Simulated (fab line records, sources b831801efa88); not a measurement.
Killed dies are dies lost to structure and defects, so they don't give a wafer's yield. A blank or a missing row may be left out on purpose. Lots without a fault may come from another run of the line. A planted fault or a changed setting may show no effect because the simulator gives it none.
One fault seen from 2 desks | flow gf180mcu | each desk has only its own numbers; what lay behind them comes last

THE TOOL OWNER'S DESK: rie_diel-02
The tool's own readings at GF_SAB_ETCH_11 (etches SiO2 in C4F8/O2/Ar, target depth 55 nm, time 8.5 s): means of the sampled wafers that have a number, for each lot that ran on this tool. A lot is out of limits, marked OUT, if its mean lies more than 4 standard deviations from the usual mean; the brackets give that distance.
Columns: A = oes_product_au at GF_SAB_ETCH_11, usual 1.003 a.u.
lot  | first seen here | A
L881 | day 15 22:55    | 1.005
L883 | day 16 22:07    | 1.008
L886 | day 17 20:03    | 1.010
L887 | day 18 10:28    | 0.994
L889 | day 19 00:33    | 0.994
L892 | day 20 01:01    | 1.012
L894 | day 20 18:57    | 0.998
L896 | day 21 12:39    | 0.997
This desk's finding: nothing out of limits on any of the 8 lots.

THE METROLOGY DESK
What the gauges read, lot by lot, whatever tool the lot ran on: means of the sampled wafers that have a number. A lot is out of limits, marked OUT, if its mean lies more than 4 standard deviations from the usual mean; the brackets give that distance.
Columns: A = V2_OVL at GF_V2_OVL_MEAS_15, usual 3 nm; B = M3_ALCU_THK at GF_M3_THK_MEAS_06, usual 445 nm
lot  | first seen here | A  | B
L881 | day 21 07:05    | -3 | 451
L882 | day 21 19:37    | 1  | 450
L883 | day 22 06:49    | 2  | 443
L884 | day 22 13:10    | 14 | 439
L885 | day 23 03:10    | 7  | 449
L886 | day 23 03:31    | 6  | 446
L887 | day 23 18:20    | 7  | 441
L889 | day 24 06:40    | 2  | 454
L892 | day 25 04:25    | 9  | 446
L894 | day 25 19:58    | 3  | 446
L896 | day 26 12:55    | 4  | 439
L897 | day 26 21:09    | 8  | 444
L898 | day 27 03:26    | 6  | 443
L901 | day 27 22:56    | -2 | 450
This desk's finding: nothing out of limits on any of the 14 lots.

PUT TOGETHER
The tool owner's desk saw nothing out of limits.
The metrology desk saw nothing out of limits.

WHAT THE SIMULATOR HAD PUT IN
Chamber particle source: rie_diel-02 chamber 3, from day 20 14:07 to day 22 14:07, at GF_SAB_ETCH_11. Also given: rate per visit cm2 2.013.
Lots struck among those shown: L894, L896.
